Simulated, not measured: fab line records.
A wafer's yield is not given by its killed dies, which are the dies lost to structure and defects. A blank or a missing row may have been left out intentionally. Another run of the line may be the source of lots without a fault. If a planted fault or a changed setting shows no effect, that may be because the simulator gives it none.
Which tool was responsible? :: flow gf180mcu :: 13 lots with 39 wafers sampled at 5 steps, on a route of 602 steps

## WHAT THE GAUGES READ, wafer by wafer
GF_V3_BOW_MEAS_05.
lot: L325
measured: day 21 06:48
on: film_metro-04
V3_BOW (um): 110 106 111

lot: L326
measured: day 21 17:28
on: film_metro-04
V3_BOW (um): 111 119 116

lot: L327
measured: day 22 00:47
on: film_metro-01
V3_BOW (um): 115 119 124

lot: L328
measured: day 22 11:32
on: film_metro-04
V3_BOW (um): 132 115 123

lot: L329
measured: day 22 20:13
on: film_metro-01
V3_BOW (um): 117 129 130

lot: L331
measured: day 23 14:20
on: film_metro-02
V3_BOW (um): 97 105 114

lot: L332
measured: day 23 23:11
on: film_metro-01
V3_BOW (um): 107 113 120

lot: L334
measured: day 24 11:47
on: film_metro-04
V3_BOW (um): 122 116 107

lot: L335
measured: day 24 23:32
on: film_metro-04
V3_BOW (um): 126 121 124

lot: L336
measured: day 25 09:51
on: film_metro-02
V3_BOW (um): 125 118 123

lot: L337
measured: day 25 15:01
on: film_metro-02
V3_BOW (um): 107 105 109

lot: L339
measured: day 26 06:07
on: film_metro-04
V3_BOW (um): 114 116 122

lot: L343
measured: day 27 11:59
on: film_metro-01
V3_BOW (um): 136 133 125

GF_V3_RS_MEAS_24: a four-point-probe measurement.
lot: L325
measured: day 22 07:43
on: film_metro-01
V3_W_RS (ohm/sq): 0.326 0.327 0.324

lot: L326
measured: day 22 17:43
on: film_metro-02
V3_W_RS (ohm/sq): 0.320 0.320 0.321

lot: L327
measured: day 23 00:08
on: film_metro-01
V3_W_RS (ohm/sq): 0.338 0.326 0.333

lot: L328
measured: day 23 11:55
on: film_metro-01
V3_W_RS (ohm/sq): 0.332 0.331 0.331

lot: L329
measured: day 23 20:14
on: film_metro-01
V3_W_RS (ohm/sq): 0.326 0.332 0.329

lot: L331
measured: day 24 14:23
on: film_metro-02
V3_W_RS (ohm/sq): 0.333 0.333 0.337

lot: L332
measured: day 24 21:21
on: film_metro-01
V3_W_RS (ohm/sq): 0.326 0.328 0.327

lot: L334
measured: day 25 10:59
on: film_metro-04
V3_W_RS (ohm/sq): 0.327 0.325 0.329

lot: L335
measured: day 25 21:58
on: film_metro-02
V3_W_RS (ohm/sq): 0.328 0.325 0.326

lot: L336
measured: day 26 07:10
on: film_metro-01
V3_W_RS (ohm/sq): 0.324 0.326 0.326

lot: L337
measured: day 26 12:33
on: film_metro-04
V3_W_RS (ohm/sq): 0.327 0.325 0.322

lot: L339
measured: day 27 03:31
on: film_metro-01
V3_W_RS (ohm/sq): 0.324 0.327 0.328

lot: L343
measured: day 28 12:46
on: film_metro-01
V3_W_RS (ohm/sq): 0.326 0.327 0.324

GF_M4_THK_MEAS_06: measures by xrf.
lot: L325
measured: day 22 08:32
on: film_metro-03
M4_ALCU_THK (nm): 450 463 457

lot: L326
measured: day 22 18:32
on: film_metro-01
M4_ALCU_THK (nm): 450 451 449

lot: L327
measured: day 23 00:57
on: film_metro-01
M4_ALCU_THK (nm): 465 452 464

lot: L328
measured: day 23 12:44
on: film_metro-04
M4_ALCU_THK (nm): 456 457 450

lot: L329
measured: day 23 21:03
on: film_metro-03
M4_ALCU_THK (nm): 452 457 456

lot: L331
measured: day 24 15:12
on: film_metro-04
M4_ALCU_THK (nm): 451 446 452

lot: L332
measured: day 24 22:10
on: film_metro-01
M4_ALCU_THK (nm): 452 462 460

lot: L334
measured: day 25 11:48
on: film_metro-04
M4_ALCU_THK (nm): 451 456 456

lot: L335
measured: day 25 22:46
on: film_metro-04
M4_ALCU_THK (nm): 452 451 452

lot: L336
measured: day 26 07:59
on: film_metro-01
M4_ALCU_THK (nm): 454 454 459

lot: L337
measured: day 26 13:22
on: film_metro-03
M4_ALCU_THK (nm): 459 465 459

lot: L339
measured: day 27 04:20
on: film_metro-04
M4_ALCU_THK (nm): 454 456 415

lot: L343
measured: day 28 13:34
on: film_metro-01
M4_ALCU_THK (nm): 453 450 449

## WHAT TOOL EACH LOT RAN ON (gives the tool, then ch and the chambers of the sampled wafers, and finally the start)
lot: L325
GF_V3_SPUTTER_21: pvd_sputter-04, day 22 07:29
GF_M4_SPUTTER_04: pvd_sputter-01, day 22 08:22

lot: L326
GF_V3_SPUTTER_21: pvd_sputter-02, day 22 17:30
GF_M4_SPUTTER_04: pvd_sputter-04, day 22 18:23

lot: L327
GF_V3_SPUTTER_21: pvd_sputter-04, day 22 23:54
GF_M4_SPUTTER_04: pvd_sputter-01, day 23 00:47

lot: L328
GF_V3_SPUTTER_21: pvd_sputter-03, day 23 11:43
GF_M4_SPUTTER_04: pvd_sputter-03, day 23 12:35

lot: L329
GF_V3_SPUTTER_21: pvd_sputter-03, day 23 20:01
GF_M4_SPUTTER_04: pvd_sputter-04, day 23 20:53

lot: L331
GF_V3_SPUTTER_21: pvd_sputter-02, day 24 14:09
GF_M4_SPUTTER_04: pvd_sputter-04, day 24 15:02

lot: L332
GF_V3_SPUTTER_21: pvd_sputter-04, day 24 21:08
GF_M4_SPUTTER_04: pvd_sputter-01, day 24 22:01

lot: L334
GF_V3_SPUTTER_21: pvd_sputter-04, day 25 10:46
GF_M4_SPUTTER_04: pvd_sputter-03, day 25 11:38

lot: L335
GF_V3_SPUTTER_21: pvd_sputter-02, day 25 21:43
GF_M4_SPUTTER_04: pvd_sputter-03, day 25 22:35

lot: L336
GF_V3_SPUTTER_21: pvd_sputter-04, day 26 06:56
GF_M4_SPUTTER_04: pvd_sputter-03, day 26 07:49

lot: L337
GF_V3_SPUTTER_21: pvd_sputter-04, day 26 12:20
GF_M4_SPUTTER_04: pvd_sputter-01, day 26 13:13

lot: L339
GF_V3_SPUTTER_21: pvd_sputter-02, day 27 03:18
GF_M4_SPUTTER_04: pvd_sputter-01, day 27 04:11

lot: L343
GF_V3_SPUTTER_21: pvd_sputter-02, day 28 08:53
GF_M4_SPUTTER_04: pvd_sputter-04, day 28 13:23
- GF_V3_SPUTTER_21: material Ti, target thk 15 nm, time 80.02 s.
- GF_M4_SPUTTER_04: material TiN, target thk 50 nm, time 41.7 s.

## WHAT THE TOOLS THEMSELVES READ (means of the sampled wafers that have a number; where no wafer has one, the mark that the record gives instead)
GF_V3_SPUTTER_21.
lot: L325
tool: pvd_sputter-04
chamber_pressure_pa (Pa): 5.000
substrate_temp_c (C): 200.19
throttle_valve_pct (%): 30.7

lot: L326
tool: pvd_sputter-02
chamber_pressure_pa (Pa): 5.004
substrate_temp_c (C): 200.02
throttle_valve_pct (%): 30.9

lot: L327
tool: pvd_sputter-04
chamber_pressure_pa (Pa): 5.009
substrate_temp_c (C): 200.04
throttle_valve_pct (%): 28.6

lot: L328
tool: pvd_sputter-03
chamber_pressure_pa (Pa): 5.004
substrate_temp_c (C): 200.13
throttle_valve_pct (%): 29.9

lot: L329
tool: pvd_sputter-03
chamber_pressure_pa (Pa): 5.002
substrate_temp_c (C): 200.16
throttle_valve_pct (%): 29.6

lot: L331
tool: pvd_sputter-02
chamber_pressure_pa (Pa): 4.997
substrate_temp_c (C): 199.92
throttle_valve_pct (%): 32.8

lot: L332
tool: pvd_sputter-04
chamber_pressure_pa (Pa): 4.998
substrate_temp_c (C): 200.02
throttle_valve_pct (%): 29.7

lot: L334
tool: pvd_sputter-04
chamber_pressure_pa (Pa): 4.997
substrate_temp_c (C): 199.99
throttle_valve_pct (%): 29.3

lot: L335
tool: pvd_sputter-02
chamber_pressure_pa (Pa): 5.006
substrate_temp_c (C): 200.15
throttle_valve_pct (%): 32.8

lot: L336
tool: pvd_sputter-04
chamber_pressure_pa (Pa): 4.999
substrate_temp_c (C): 199.92
throttle_valve_pct (%): 28.5

lot: L337
tool: pvd_sputter-04
chamber_pressure_pa (Pa): 4.995
substrate_temp_c (C): 199.83
throttle_valve_pct (%): 28.9

lot: L339
tool: pvd_sputter-02
chamber_pressure_pa (Pa): 5.001
substrate_temp_c (C): 200.02
throttle_valve_pct (%): 32.2

lot: L343
tool: pvd_sputter-02
chamber_pressure_pa (Pa): 5.008
substrate_temp_c (C): 200.14
throttle_valve_pct (%): 31.0

GF_M4_SPUTTER_04.
lot: L325
tool: pvd_sputter-01
chamber_pressure_pa (Pa): 0.4001
throttle_valve_pct (%): 29.1

lot: L326
tool: pvd_sputter-04
chamber_pressure_pa (Pa): 0.3995
throttle_valve_pct (%): 29.9

lot: L327
tool: pvd_sputter-01
chamber_pressure_pa (Pa): 0.3998
throttle_valve_pct (%): 29.0

lot: L328
tool: pvd_sputter-03
chamber_pressure_pa (Pa): 0.4001
throttle_valve_pct (%): 30.1

lot: L329
tool: pvd_sputter-04
chamber_pressure_pa (Pa): 0.4003
throttle_valve_pct (%): 29.2

lot: L331
tool: pvd_sputter-04
chamber_pressure_pa (Pa): 0.3991
throttle_valve_pct (%): 28.8

lot: L332
tool: pvd_sputter-01
chamber_pressure_pa (Pa): 0.3993
throttle_valve_pct (%): 29.5

lot: L334
tool: pvd_sputter-03
chamber_pressure_pa (Pa): 0.4001
throttle_valve_pct (%): 29.4

lot: L335
tool: pvd_sputter-03
chamber_pressure_pa (Pa): 0.4002
throttle_valve_pct (%): 29.0

lot: L336
tool: pvd_sputter-03
chamber_pressure_pa (Pa): 0.4002
throttle_valve_pct (%): 30.2

lot: L337
tool: pvd_sputter-01
chamber_pressure_pa (Pa): 0.3997
throttle_valve_pct (%): 30.2

lot: L339
tool: pvd_sputter-01
chamber_pressure_pa (Pa): 0.4002
throttle_valve_pct (%): 29.9

lot: L343
tool: pvd_sputter-04
chamber_pressure_pa (Pa): 0.3991
throttle_valve_pct (%): 31.0

## THE ANSWER, worked out from the rows above alone
Rule: the usual values come from the lots themselves. Put in order of their means at a reading, lots are off if they are a third of the lots or fewer, leave a main group of 4 or more, and stand apart from it by a gap of 3 or more times the standard deviation of the main group's means; of several such gaps the widest counts. Not used: any main group whose means are identical at the precision the tables above print for the reading. Also off: a lot with no number at a reading for which 4 or more lots have one. The other lots that the step has rows for count as sound. The gauges are gone through in route order, then the tools' own readings, and for those a lot's mean is taken as printed above. The first step at which some lot is off is used, and at that step the reading that is off furthest; a lot without a number counts as furthest.
Nothing can be told from this: no lot is off at any reading shown.

## WHAT HAD BEEN PUT IN BY THE SIMULATOR
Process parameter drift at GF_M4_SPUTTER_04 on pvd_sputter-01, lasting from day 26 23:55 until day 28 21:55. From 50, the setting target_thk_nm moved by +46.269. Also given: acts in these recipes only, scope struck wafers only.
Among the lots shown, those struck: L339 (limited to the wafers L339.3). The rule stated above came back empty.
